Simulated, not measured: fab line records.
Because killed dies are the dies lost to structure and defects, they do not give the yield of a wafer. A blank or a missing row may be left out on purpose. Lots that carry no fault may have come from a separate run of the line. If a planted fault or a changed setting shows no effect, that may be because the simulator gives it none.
Chamber matching | flow gf180mcu | GF_PASSIVATION_CVD_00 on pecvd-01: 3 sister chambers
The step deposits SiO2 from TEOS, target thk 1000 nm, time 111.95 s. 3 wafers are shown with their chamber, then 9 later ones without.

EACH WAFER AND ITS CHAMBER
wafer  | chamber | heaterPowerW (W)
L088.1 | 0       | 529
L088.3 | 2       | 503
L088.5 | 1       | 597

WAFERS WITHOUT THEIR CHAMBER
wafer  | heaterPowerW (W)
L093.2 | 614
L093.3 | 589
L093.6 | 666
L094.2 | 685
L094.4 | 546
L094.5 | 636
L097.1 | 612
L097.2 | 534
L097.6 | 741

WHICH CHAMBER EACH WENT THROUGH
wafer  | from the rows above          | in truth
L093.2 | can't be placed: 1 or 0 or 2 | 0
L093.3 | can't be placed: 1 or 0 or 2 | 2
L093.6 | can't be placed: 1 or 0 or 2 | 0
L094.2 | can't be placed: 1 or 0 or 2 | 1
L094.4 | can't be placed: 0 or 2 or 1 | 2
L094.5 | can't be placed: 1 or 0 or 2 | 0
L097.1 | can't be placed: 1 or 0 or 2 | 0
L097.2 | can't be placed: 0 or 2 or 1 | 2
L097.6 | can't be placed: 1 or 0 or 2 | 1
Correctly placed: 0 of 9. From these rows, 9 cannot be placed; in 9 the true chamber is one of the candidates. Wrongly placed: 0.
How it was worked out, from the rows above alone: a wafer's distance from a chamber is the root of the sum, over the readings, of the square of ((its reading less the chamber's mean) divided by the reading's scatter). If the next closest chamber is less than 2 further off than the closest, the wafer can't be placed; otherwise it belongs to the closest. Each chamber's mean is taken over the wafers shown for it. The scatter (one wafer shown for each chamber): square how far every hidden wafer sits from the nearest shown wafer, average those squares and take the square root.
